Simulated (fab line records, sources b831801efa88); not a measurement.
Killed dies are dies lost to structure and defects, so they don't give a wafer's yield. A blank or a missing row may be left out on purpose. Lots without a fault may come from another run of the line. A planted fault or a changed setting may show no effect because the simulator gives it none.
fab line records | flow gf180mcu
record lots=11 wafers=31 last_day=34
route steps=602 shown HV_LDD@198 NSD@247 PSD@255
lots that met no fault: from a run of the same line without faults
start_h: hours from the record's first day to the start of the lot's first wafer shown | wait_h: hours since the lot's step before | " the same as in the row above | L1.1+2: a row that stands for several wafers | - no value, or no start given | * or withheld: withheld | < > ~ a bound
route shown NAME@n: a module of which the file shows steps, and the number in the route of the first | usual: mean/standard deviation of fault-free wafers | same: alike in all rows | chamber/n: place in a boat | sites: the reading at each site | _std_site: their standard deviation | _edge_site: outer sites' mean less inner sites' | radius_mm: how far each site lies from the wafer's centre | mask NAME#n: copy n | behind: the tool/chamber that last shaped the wafer | hold: why the lot was held/for how many hours/how that ended | device: the transistor (n, p or np) that didn't switch | end of line: the same wafers' tests at the end of the route | a step without rows: its recipe alone | killed: dies lost to structure and defects at the first sort, not the wafer's yield | map: a wafer's dies, x killed, . not, _ none there
set.NAME: the setting as run; set.NAME@STEP: as run at that earlier step | model.NAME: the simulator's own value behind a step, which no gauge read
steps of the route over a sample of lots; a table a step, a row a wafer
services: from which hour (start_h, from the record's first day; less than 0 if before it) a tool's chamber was out of use, for how many hours, and why
## steps
# step GF_HV_LDD_STRIP_22
# recipe chemistry=O2/N2 power_w=1400 pressure_mtorr=1500 platen_temp_c=250 o2_flow_sccm=3000 n2_flow_sccm=300 overash_fraction=0.5
# usual drypump_motor_current_A=5.8/0.44 heater_power_w=322/32 n2_flow_sccm=299.9/0.95 oes_product_au=0.715/0.005 strip_time_to_endpoint_s=12.63/0.034
# columns lot.wafer tool chamber start_h wait_h drypump_motor_current_A heater_power_w n2_flow_sccm oes_product_au rf_hours_counter_h strip_time_to_endpoint_s
L727.1 plasma_asher-03 0 233.45 0.1 6.0 364 300.8 0.724 46 12.64
L727.2 " 1 " " 5.3 354 299.3 0.720 46 12.66
L727.4 " 0 " " 6.0 365 300.0 0.719 - 12.64
L730.1 plasma_asher-03 1 257.43 0.1 5.3 342 299.7 0.709 48 12.63
L730.3 " 1 " " 5.3 345 299.1 0.720 - 12.63
L730.4 " 0 " " 6.0 372 300.1 0.712 - 12.62
L733.1 plasma_asher-01 1 282.60 0.1 5.2 329 300.2 0.724 17 12.63
L733.2 " 0 " " 6.1 271 299.1 0.726 17 12.66
L733.6 " 1 " " 5.3 335 300.1 0.720 - 12.66
L734.2 plasma_asher-01 1 289.41 0.1 5.3 335 299.6 0.716 17 12.60
L734.5 " 0 " " 6.1 272 301.4 0.713 - 12.59
L734.6 " 1 " " 5.3 331 299.3 0.718 - 12.61
L735.1 plasma_asher-03 1 296.98 0.1 5.3 345 302.0 0.718 53 12.62
L735.3 " 1 " " 5.3 354 301.1 0.712 - 12.64
L735.5 " 0 " " 6.0 357 298.9 0.715 - 12.65
L736.1 plasma_asher-04 0 303.40 0.1 5.9 327 300.1 0.723 66 12.66
L736.3 " 1 " " 6.5 324 301.7 0.708 - 12.66
L736.4 " 0 " " 5.8 325 300.5 0.716 - 12.68
L738.1 plasma_asher-04 0 316.71 0.1 5.9 322 300.1 0.720 67 12.61
L738.3 " 0 " " 5.9 336 300.7 0.713 - 12.62
L738.5 " 1 " " 6.5 330 301.4 0.710 - 12.60
L744.1 plasma_asher-03 1 364.28 0.1 5.3 348 301.3 0.718 60 12.58
L744.5 " 0 " " 6.0 357 299.6 0.719 - 12.65
L746.1 plasma_asher-04 0 377.98 0.1 5.9 327 299.9 0.717 74 12.59
L746.5 " 0 " " 5.9 331 298.8 0.713 - 12.59
L747.1 plasma_asher-03 1 388.06 0.1 5.3 348 300.9 0.713 62 12.63
L747.3 " 0 " " 6.0 359 299.0 0.709 - 12.67
L747.5 " 0 " " 6.0 352 298.3 0.717 - 12.65
L748.2 plasma_asher-03 0 395.61 0.1 6.0 362 299.2 0.714 63 12.60
L748.3 " 0 " " 6.0 363 299.3 0.712 - 12.61
L748.4 " 1 " " 5.3 346 300.1 0.718 - 12.63
# step GF_NSD_TW_MEAS_12
# usual NSD_TW=4256/28
# columns lot.wafer tool chamber start_h wait_h NSD_TW
L727.1 film_metro-02 - 295.43 0.1 4249
L727.2 " - " " 4265
L727.4 " - " " 4278
L730.1 film_metro-02 - 321.88 0.1 4258
L730.3 " - " " 4244
L730.4 " - " " 4264
L733.1 film_metro-02 - 349.35 0.1 4280
L733.2 " - " " 4254
L733.6 " - " " 4277
L734.2 film_metro-01 - 358.51 0.1 4294
L734.5 " - " " 4271
L734.6 " - " " 4293
L735.1 film_metro-04 - 365.18 0.1 4227
L735.3 " - " " 4218
L735.5 " - " " 4245
L736.1 film_metro-02 - 372.68 0.1 4237
L736.3 " - " " 4233
L736.4 " - " " 4274
L738.1 film_metro-01 - 386.90 0.1 4298
L738.3 " - " " 4317
L738.5 " - " " 4318
L744.1 film_metro-02 - 438.39 0.1 4250
L744.5 " - " " 4256
L746.1 film_metro-02 - 453.30 0.1 4255
L746.5 " - " " 4240
L747.1 film_metro-04 - 464.65 0.1 4212
L747.3 " - " " 4218
L747.5 " - " " 4193
L748.2 film_metro-04 - 472.31 0.1 4202
L748.3 " - " " 4216
L748.4 " - " " 4202
# step GF_PSD_CD_MEAS_07
# recipe target_cd_nm=400
# usual cd_nm=400.1/2.5
# columns lot.wafer tool chamber start_h wait_h cd_nm
L727.1 cd_sem-02 - 315.72 0.1 401.1
L727.2 " - " " 403.1
L727.4 " - " " 401.2
L730.1 cd_sem-02 - 342.47 0.1 397.4
L730.3 " - " " 399.4
L730.4 " - " " 397.4
L733.1 cd_sem-02 - 371.59 0.1 399.2
L733.2 " - " " 401.7
L733.6 " - " " 401.6
L734.2 cd_sem-01 - 380.56 0.1 401.4
L734.5 " - " " 401.7
L734.6 " - " " 402.4
L735.1 cd_sem-02 - 387.74 0.1 402.0
L735.3 " - " " 402.2
L735.5 " - " " 402.0
L736.1 cd_sem-01 - 395.39 0.1 400.8
L736.3 " - " " 401.7
L736.4 " - " " 401.0
L738.1 cd_sem-01 - 409.99 0.1 403.0
L738.3 " - " " 403.3
L738.5 " - " " 403.1
L744.1 cd_sem-01 - 462.17 0.1 396.1
L744.5 " - " " 398.4
L746.1 cd_sem-01 - 477.58 0.1 400.8
L746.5 " - " " 402.5
L747.1 cd_sem-02 - 489.27 0.1 395.9
L747.3 " - " " 395.4
L747.5 " - " " 395.8
L748.2 cd_sem-02 - 495.30 0.1 399.7
L748.3 " - " " 400.7
L748.4 " - " " 402.5
# step GF_PSD_IMPLANT_09
# recipe species=BF2 energy_kev=40 dose_cm2=1.5e+15 tilt_deg=7
# usual beam_on_s=10.01/0.19 faraday_current_uA=8240/160
# same implant_ion_amu=49
# columns lot.wafer tool chamber start_h wait_h beam_on_s faraday_current_uA
L727.1 implanter-01 0 315.88 0.0 9.91 8345
L727.2 " 0 " " 9.89 8352
L727.4 " 0 " " 10.05 8219
L730.1 implanter-01 0 342.63 0.0 9.96 8270
L730.3 " 0 " " 10.25 8035
L730.4 " 0 " " 10.10 8162
L733.1 implanter-02 0 371.74 0.0 9.94 8303
L733.2 " 0 " " 10.14 8163
L733.6 " 0 " " 10.18 8106
L734.2 implanter-02 0 380.72 0.0 10.10 8165
L734.5 " 0 " " 10.20 8075
L734.6 " 0 " " 10.05 8203
L735.1 implanter-02 0 387.89 0.0 10.04 8202
L735.3 " 0 " " 10.06 8200
L735.5 " 0 " " 10.36 7948
L736.1 implanter-01 0 395.54 0.0 9.95 8300
L736.3 " 0 " " 9.96 8244
L736.4 " 0 " " 9.87 8358
L738.1 implanter-01 0 410.14 0.0 10.36 8015
L738.3 " 0 " " 9.84 8361
L738.5 " 0 " " 10.14 8129
L744.1 implanter-02 0 462.33 0.0 9.93 8296
L744.5 " 0 " " 8.28 9969
L746.1 implanter-02 0 477.74 0.0 10.04 8227
L746.5 " 0 " " 8.45 9744
L747.1 implanter-04 0 489.42 0.0 9.97 8280
L747.3 " 0 " " 9.94 8303
L747.5 " 0 " " 10.13 8157
L748.2 implanter-01 0 495.46 0.0 9.84 8367
L748.3 " 0 " " 9.91 8338
L748.4 " 0 " " 9.89 8372
# step GF_PSD_STRIP_10
# recipe chemistry=O2/N2 power_w=1400 pressure_mtorr=1500 platen_temp_c=250 o2_flow_sccm=3000 n2_flow_sccm=300 overash_fraction=0.5
# usual drypump_motor_current_A=5.8/0.43 heater_power_w=320/42 n2_flow_sccm=300.1/1 oes_product_au=0.591/0.0043 strip_time_to_endpoint_s=16.54/0.032
# columns lot.wafer tool chamber start_h wait_h drypump_motor_current_A heater_power_w n2_flow_sccm oes_product_au rf_hours_counter_h strip_time_to_endpoint_s
L727.1 plasma_asher-04 0 316.03 0.1 5.9 333 299.7 0.588 67 16.59
L727.2 " 1 " " 6.5 329 298.9 0.595 67 16.58
L727.4 " 1 " " 6.5 322 298.5 0.588 - 16.61
L730.1 plasma_asher-04 0 342.78 0.1 5.8 328 298.6 0.589 70 16.54
L730.3 " 0 " " 5.8 323 299.7 0.591 - 16.53
L730.4 " 1 " " 6.5 323 299.2 0.593 - 16.55
L733.1 plasma_asher-02 1 371.89 0.1 5.5 392 299.4 0.600 74 16.56
L733.2 " 0 " " 5.8 292 299.4 0.585 74 16.56
L733.6 " 1 " " 5.5 406 299.5 0.597 - 16.53
L734.2 plasma_asher-01 0 380.84 0.1 6.1 268 300.8 0.592 27 16.49
L734.5 " 1 " " 5.3 327 298.9 0.589 - 16.54
L734.6 " 0 " " 6.1 276 301.2 0.594 - 16.53
L735.1 plasma_asher-04 1 388.04 0.1 6.5 320 298.2 0.593 75 16.55
L735.3 " 0 " " 5.9 322 300.4 0.589 - 16.57
L735.5 " 0 " " 5.9 334 300.0 0.590 - 16.52
L736.1 plasma_asher-01 1 395.69 0.1 5.2 331 300.0 0.592 28 16.48
L736.3 " 1 " " 5.2 326 300.1 0.586 - 16.49
L736.4 " 0 " " 6.1 262 299.9 0.588 - 16.49
L738.1 plasma_asher-01 1 410.29 0.1 5.3 324 300.3 0.589 30 16.53
L738.3 " 0 " " 6.1 267 300.3 0.599 - 16.49
L738.5 " 0 " " 6.1 267 300.0 0.588 - 16.52
L744.1 plasma_asher-02 0 462.48 0.1 5.8 289 299.8 0.593 3 16.54
L744.5 " 1 " " 5.4 423 301.0 0.603 - 15.94
L746.1 plasma_asher-02 1 477.89 0.1 5.5 417 298.6 0.591 5 16.52
L746.5 " 0 " " 5.7 292 299.4 0.606 - 15.90
L747.1 plasma_asher-04 0 489.57 0.1 5.8 324 301.6 0.596 86 16.52
L747.3 " 1 " " 6.5 319 300.3 0.586 - 16.49
L747.5 " 0 " " 5.9 322 300.5 0.593 - 16.56
L748.2 plasma_asher-01 0 495.59 0.1 6.1 266 300.8 0.587 38 16.50
L748.3 " 0 " " 6.1 265 299.5 0.593 - 16.52
L748.4 " 1 " " 5.2 327 303.5 0.589 - 16.51
# step GF_PSD_TW_MEAS_11
# usual PSD_TW=3189/19
# columns lot.wafer tool chamber start_h wait_h PSD_TW
L727.1 film_metro-01 - 316.13 0.1 3229
L727.2 " - " " 3210
L727.4 " - " " 3219
L730.1 film_metro-02 - 342.88 0.1 3196
L730.3 " - " " 3189
L730.4 " - " " 3189
L733.1 film_metro-02 - 371.99 0.1 3188
L733.2 " - " " 3192
L733.6 " - " " 3180
L734.2 film_metro-01 - 380.96 0.1 3195
L734.5 " - " " 3203
L734.6 " - " " 3205
L735.1 film_metro-02 - 388.14 0.1 3186
L735.3 " - " " 3181
L735.5 " - " " 3199
L736.1 film_metro-02 - 395.79 0.1 3186
L736.3 " - " " 3177
L736.4 " - " " 3173
L738.1 film_metro-02 - 410.39 0.1 3197
L738.3 " - " " 3196
L738.5 " - " " 3205
L744.1 film_metro-02 - 462.58 0.1 3192
L744.5 " - " " 3048
L746.1 film_metro-04 - 477.99 0.1 3147
L746.5 " - " " 3017
L747.1 film_metro-01 - 489.67 0.1 3201
L747.3 " - " " 3199
L747.5 " - " " 3202
L748.2 film_metro-02 - 495.70 0.1 3176
L748.3 " - " " 3179
L748.4 " - " " 3150
# step GF_PSD_RS_MEAS_15
# recipe thk_meas_gauge=four-point-probe
# usual PSD_RS=108.6/0.33
# columns lot.wafer tool chamber start_h wait_h PSD_RS[ohm/sq]
L727.1 film_metro-02 - 316.45 0.1 109.2
L727.2 " - " " 108.9
L727.4 " - " " 108.8
L730.1 film_metro-04 - 343.19 0.1 109.5
L730.3 " - " " 109.2
L730.4 " - " " 109.4
L733.1 film_metro-01 - 372.31 0.1 108.5
L733.2 " - " " 108.8
L733.6 " - " " 108.8
L734.2 film_metro-02 - 381.32 0.1 108.6
L734.5 " - " " 108.3
L734.6 " - " " 108.8
L735.1 film_metro-02 - 388.45 0.1 108.7
L735.3 " - " " 108.9
L735.5 " - " " 108.7
L736.1 film_metro-01 - 396.11 0.1 108.7
L736.3 " - " " 108.5
L736.4 " - " " 108.9
L738.1 film_metro-01 - 410.71 0.1 108.2
L738.3 " - " " 108.0
L738.5 " - " " 108.2
L744.1 film_metro-01 - 462.89 0.1 108.3
L744.5 " - " " 118.3
L746.1 film_metro-01 - 478.31 0.1 108.5
L746.5 " - " " 118.6
L747.1 film_metro-02 - 490.04 0.1 108.7
L747.3 " - " " 108.9
L747.5 " - " " 108.7
L748.2 film_metro-01 - 496.11 0.1 108.2
L748.3 " - " " 108.0
L748.4 " - " " 108.4
## services
# columns tool chamber start_h hours kind
plasma_asher-03 - 223.86 2.8 pm
implanter-02 - 247.60 1.9 repair
implanter-04 - 259.88 14.8 repair
implanter-01 - 296.72 6.4 repair
plasma_asher-02 - 312.28 2.8 pm
plasma_asher-02 - 317.66 1.6 repair
implanter-02 - 342.74 4.9 pm
implanter-02 - 348.26 1.4 repair
implanter-01 - 363.49 19.0 pm
plasma_asher-01 - 363.71 1.3 repair
implanter-01 - 385.07 4.4 pm
plasma_asher-02 - 421.25 9.0 pm
plasma_asher-02 0 421.25 9.0 vent_cycle
plasma_asher-02 1 421.25 9.0 vent_cycle
plasma_asher-02 0 430.25 - clean
plasma_asher-02 1 430.25 - clean
implanter-02 - 439.51 3.7 repair
implanter-04 - 450.55 3.0 pm
plasma_asher-01 - 488.35 2.8 pm
## key
first_sign step=GF_PSD_IMPLANT_09 reading=faraday_current_uA direction=up sigmas=10 usual=8240 struck=9856
effect step=GF_PSD_IMPLANT_09 reading=beam_on_s direction=down sigmas=8.6 usual=10.01 struck=8.36
effect step=GF_PSD_STRIP_10 reading=strip_time_to_endpoint_s direction=down sigmas=19 usual=* struck=*
effect step=GF_PSD_TW_MEAS_11 reading=PSD_TW direction=down sigmas=8.1 usual=3189 struck=3033
effect step=GF_PSD_RS_MEAS_15 reading=PSD_RS direction=up sigmas=30 usual=108.6 struck=118.4
met_at GF_PSD_IMPLANT_09
struck_lots L744,L746
struck_wafers L744.5,L746.5
tester_left_out L744,L746
not_acting_at GF_HV_LDD_STRIP_22,GF_NSD_TW_MEAS_12,GF_PSD_CD_MEAS_07
onset_between 387.89 462.33
fault kind=process_parameter_drift tool=implanter-02 chamber=- onset_h=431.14 steps=GF_PSD_IMPLANT_09 channel=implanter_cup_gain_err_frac offset=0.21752 shape=step end_h=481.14 scope=struck_wafers_only
# tester_left_out: of these lots the tester's yield and bins aren't shown, on N5 and GAA mostly nor the transistor test; their killed dies are dies lost to structure and defects alone, not to doping, threshold or leakage, so they don't give the yield
